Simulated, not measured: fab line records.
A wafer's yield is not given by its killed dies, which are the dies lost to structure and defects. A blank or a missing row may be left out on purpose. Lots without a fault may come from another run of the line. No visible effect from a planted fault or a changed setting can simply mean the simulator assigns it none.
fab line records    flow sky130
record lots=14  wafers=42  lastDay=50
route steps=708 shown METAL4@602 CAP2M@607
lots with no fault: from the same line, run without faults
startH: hours from the record's first day to the start of the lot's first wafer shown    waitH: time in hours since the lot's previous step    " the same as in the row above    L1.1+2: a row that stands for several wafers    - value missing, or start not given    * or withheld: withheld    < > ~ a bound
route shown NAME@n: names a module that has steps shown in the file, with the first one's number in the route    usual: mean and standard deviation over wafers with no fault    same: alike in all rows    chamber/n: place in a boat    sites: per-site readings    _std_site: the values' standard deviation    _edge_site: the outer-site mean with the inner-site mean subtracted    radiusMm: for every site, how far away it sits from the centre of the wafer    mask NAME#n: copy n    behind: the tool/chamber that last shaped the wafer    hold: why the lot was held/for how many hours/how that ended    device: the transistor (n, p or np) that didn't switch    end of line: tests run on the same wafers once the route is complete    a step given without rows: its recipe and nothing more    killed: dies that structure and defects cost at the first sort, which is not the same as the wafer's yield    map: shows each die of a wafer: x if killed, . if not, _ if none is there
set.NAME: the run value of the setting; set.NAME@STEP: its run value at that earlier step    model.NAME: the simulator's own value behind a step, which no gauge read
route steps across a sampled set of lots; one table per step, one row per wafer
services: a tool's chamber out of use, with start hour (startH, from the record's first day; less than 0 if before it), hours out, and reason
## steps
# step SKY_METAL4_SPUTTER_04
# recipe material=TiN  targetThkNm=70  powerW=6500  timeS=58.3  chamberPressurePa=0.4
# usual throttleValvePct=30.8/1.2
lot.wafer  tool           chamber  startH   waitH  throttleValvePct
L342.3     pvdSputter-03  -        938.22   0.0    31.1
L342.4     "              -        "        "      33.0
L342.5     "              -        "        "      29.7
L343.2     pvdSputter-02  -        946.47   0.0    30.2
L343.5     "              -        "        "      32.4
L343.6     "              -        "        "      29.5
L346.1     pvdSputter-01  -        966.42   0.0    32.1
L346.4     "              -        "        "      30.0
L346.5     "              -        "        "      31.9
L347.1     pvdSputter-02  -        973.66   0.0    30.5
L347.2     "              -        "        "      29.7
L347.5     "              -        "        "      31.4
L349.1     pvdSputter-01  -        991.09   0.0    30.0
L349.2     "              -        "        "      30.0
L349.4     "              -        "        "      29.7
L350.1     pvdSputter-02  -        1003.84  0.0    32.2
L350.4     "              -        "        "      29.8
L350.6     "              -        "        "      29.9
L353.2     pvdSputter-03  -        1013.05  0.0    33.0
L353.4     "              -        "        "      29.8
L353.5     "              -        "        "      33.0
L355.1     pvdSputter-03  -        1033.16  0.0    33.4
L355.2     "              -        "        "      30.9
L355.3     "              -        "        "      29.7
L359.3     pvdSputter-03  -        1055.42  0.0    29.3
L359.5     "              -        "        "      29.5
L359.6     "              -        "        "      29.6
L360.1     pvdSputter-01  -        1059.82  0.0    29.9
L360.3     "              -        "        "      30.3
L360.4     "              -        "        "      29.4
L361.1     pvdSputter-03  -        1067.93  0.0    30.9
L361.3     "              -        "        "      33.1
L361.6     "              -        "        "      32.8
L362.1     pvdSputter-03  -        1068.57  0.0    33.1
L362.4     "              -        "        "      29.7
L362.5     "              -        "        "      33.1
L363.2     pvdSputter-03  -        1074.98  0.0    29.5
L363.3     "              -        "        "      31.0
L363.6     "              -        "        "      29.7
L364.3     pvdSputter-01  -        1076.31  0.0    30.1
L364.4     "              -        "        "      29.4
L364.6     "              -        "        "      31.9
# step SKY_CAP2M_THK_MEAS_04
# recipe thkMeasGauge=xrf  reads=TiN_of_CAP2M_SPUTTER_02
# usual CAP2M_TIN_THK=200.1/2.9
lot.wafer  tool          chamber  startH   waitH  CAP2M_TIN_THK[nm]
L342.3     filmMetro-04  -        938.60   0.1    200.3
L342.4     "             -        "        "      197.6
L342.5     "             -        "        "      200.9
L343.2     filmMetro-04  -        946.84   0.1    201.0
L343.5     "             -        "        "      201.3
L343.6     "             -        "        "      201.1
L346.1     filmMetro-03  -        966.78   0.1    202.4
L346.4     "             -        "        "      200.2
L346.5     "             -        "        "      202.6
L347.1     filmMetro-02  -        974.02   0.1    200.7
L347.2     "             -        "        "      202.3
L347.5     "             -        "        "      198.5
L349.1     filmMetro-03  -        991.45   0.1    205.0
L349.2     "             -        "        "      202.7
L349.4     "             -        "        "      203.8
L350.1     filmMetro-02  -        1004.20  0.1    205.6
L350.4     "             -        "        "      202.4
L350.6     "             -        "        "      201.0
L353.2     filmMetro-02  -        1013.42  0.1    193.8
L353.4     "             -        "        "      194.5
L353.5     "             -        "        "      195.7
L355.1     filmMetro-04  -        1033.52  0.1    202.2
L355.2     "             -        "        "      201.2
L355.3     "             -        "        "      202.6
L359.3     filmMetro-02  -        1055.80  0.1    201.2
L359.5     "             -        "        "      199.3
L359.6     "             -        "        "      202.5
L360.1     filmMetro-02  -        1060.18  0.1    196.7
L360.3     "             -        "        "      199.5
L360.4     "             -        "        "      197.9
L361.1     filmMetro-04  -        1068.29  0.1    202.6
L361.3     "             -        "        "      203.8
L361.6     "             -        "        "      202.9
L362.1     filmMetro-04  -        1068.93  0.1    196.8
L362.4     "             -        "        "      198.9
L362.5     "             -        "        "      198.2
L363.2     filmMetro-02  -        1075.35  0.1    194.8
L363.3     "             -        "        "      197.1
L363.6     "             -        "        "      196.9
L364.3     filmMetro-04  -        1076.69  0.1    199.7
L364.4     "             -        "        "      196.7
L364.6     "             -        "        "      198.0
# step SKY_CAP2M_DEVELOP_11
# recipe resist=NOVOLAK  developer=TMAH  developTimeS=60  devTempC=23
# usual chillPlateTempC=22.99/0.095  developTimeS=60/0  exhaustPa=45.1/0.84
lot.wafer  tool           chamber  startH   waitH  chillPlateTempC  developTimeS  exhaustPa
L342.3     lithoTrack-03  0        962.50   0.1    22.90            60            45.8
L342.4     "              0        "        "      22.85            60            44.6
L342.5     "              0        "        "      22.98            60            44.9
L343.2     lithoTrack-02  0        971.19   0.1    23.07            60            44.6
L343.5     "              0        "        "      23.00            60            46.5
L343.6     "              0        "        "      23.06            60            45.2
L346.1     lithoTrack-02  0        990.11   0.1    22.95            60            44.0
L346.4     "              0        "        "      23.04            60            45.8
L346.5     "              0        "        "      22.95            60            44.9
L347.1     lithoTrack-02  0        996.51   0.1    22.91            60            45.3
L347.2     "              0        "        "      23.03            60            46.2
L347.5     "              0        "        "      23.01            60            45.2
L349.1     lithoTrack-03  -        1014.00  0.1    -                -             -
L349.2     "              -        "        "      -                -             -
L349.4     "              -        "        "      -                -             -
L350.1     lithoTrack-02  -        1027.21  0.1    -                -             -
L350.4     "              -        "        "      -                -             -
L350.6     "              -        "        "      -                -             -
L353.2     lithoTrack-02  0        1035.49  0.1    23.04            60            44.0
L353.4     "              0        "        "      22.95            60            44.9
L353.5     "              0        "        "      22.91            60            45.0
L355.1     lithoTrack-03  0        1055.60  0.1    23.06            60            45.1
L355.2     "              0        "        "      22.89            60            46.3
L355.3     "              0        "        "      23.01            60            44.2
L359.3     lithoTrack-04  0        1076.40  0.1    22.97            60            45.0
L359.5     "              0        "        "      22.99            60            45.2
L359.6     "              0        "        "      22.94            60            45.6
L360.1     lithoTrack-02  0        1081.11  0.1    22.91            60            46.5
L360.3     "              0        "        "      23.05            60            45.3
L360.4     "              0        "        "      22.87            60            45.9
L361.1     lithoTrack-02  0        1088.91  0.1    22.98            60            45.3
L361.3     "              0        "        "      23.00            60            44.9
L361.6     "              0        "        "      23.06            60            45.8
L362.1     lithoTrack-03  0        1089.70  0.1    23.06            60            46.1
L362.4     "              0        "        "      23.04            60            45.3
L362.5     "              0        "        "      22.98            60            44.8
L363.2     lithoTrack-03  0        1096.07  0.1    23.05            60            45.0
L363.3     "              0        "        "      23.02            60            44.8
L363.6     "              0        "        "      22.75            60            44.1
L364.3     lithoTrack-03  0        1096.75  0.1    22.83            60            45.3
L364.4     "              0        "        "      22.98            60            45.9
L364.6     "              0        "        "      22.85            60            45.5
# step SKY_CAP2M_OVL_MEAS_12
# usual CAP2M_OVL=-0.8/1.4
lot.wafer  tool        chamber  startH   waitH  CAP2M_OVL[nm]
L342.3     overlay-01  -        962.63   0.1    -0.2
L342.4     "           -        "        "      -0.3
L342.5     "           -        "        "      -0.3
L343.2     overlay-01  -        971.32   0.1    -0.6
L343.5     "           -        "        "      -1.2
L343.6     "           -        "        "      -2.0
L346.1     overlay-01  -        990.26   0.1    1.4
L346.4     "           -        "        "      1.7
L346.5     "           -        "        "      1.6
L347.1     overlay-01  -        996.66   0.1    -1.7
L347.2     "           -        "        "      0.2
L347.5     "           -        "        "      -0.4
L349.1     overlay-01  -        1014.15  0.1    -
L349.2     "           -        "        "      -
L349.4     "           -        "        "      -
L350.1     overlay-01  -        1027.36  0.1    -
L350.4     "           -        "        "      -
L350.6     "           -        "        "      -
L353.2     overlay-01  -        1035.62  0.1    -0.6
L353.4     "           -        "        "      1.4
L353.5     "           -        "        "      0.5
L355.1     overlay-01  -        1055.75  0.1    -2.5
L355.2     "           -        "        "      -2.7
L355.3     "           -        "        "      -1.3
L359.3     overlay-02  -        1076.52  0.1    -1.3
L359.5     "           -        "        "      0.2
L359.6     "           -        "        "      0.1
L360.1     overlay-01  -        1081.26  0.1    -3.5
L360.3     "           -        "        "      -3.0
L360.4     "           -        "        "      -1.1
L361.1     overlay-02  -        1089.06  0.1    -0.1
L361.3     "           -        "        "      -0.3
L361.6     "           -        "        "      -1.7
L362.1     overlay-02  -        1089.85  0.1    -1.8
L362.4     "           -        "        "      -3.8
L362.5     "           -        "        "      -1.8
L363.2     overlay-01  -        1096.20  0.1    -2.0
L363.3     "           -        "        "      -1.8
L363.6     "           -        "        "      -2.0
L364.3     overlay-01  -        1096.86  0.1    -0.8
L364.4     "           -        "        "      0.4
L364.6     "           -        "        "      0.2
## services
tool           chamber  startH   hours  kind
pvdSputter-03  -        993.22   1.9    repair
pvdSputter-01  -        1007.28  4.8    repair
## key
firstSign step=SKY_CAP2M_DEVELOP_11  reading=toolRecord  direction=missing
effect none on later readings
metAt SKY_CAP2M_DEVELOP_11
struckLots L349,L350
laterRowsLeftOut L349.1,L349.2,L349.4,L350.1,L350.4,L350.6
sortLeftOut L349.1,L349.2,L349.4,L350.1,L350.4,L350.6
notActingAt SKY_METAL4_SPUTTER_04,SKY_CAP2M_THK_MEAS_04,SKY_CAP2M_OVL_MEAS_12
onsetBetween 996.51 1014.00
fault kind=skippedStepWhole  tool=lithoTrack-02,lithoTrack-03  chamber=-  onsetH=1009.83  steps=SKY_CAP2M_DEVELOP_11  scope=struckLotsOnly
# sortLeftOut: the simulated sort isn't trusted on such a fault, so these wafers' sort isn't shown, and their yield isn't known
# laterRowsLeftOut: the simulator's readings of these wafers behind a module that went badly wrong aren't trusted and aren't shown, but for the sort
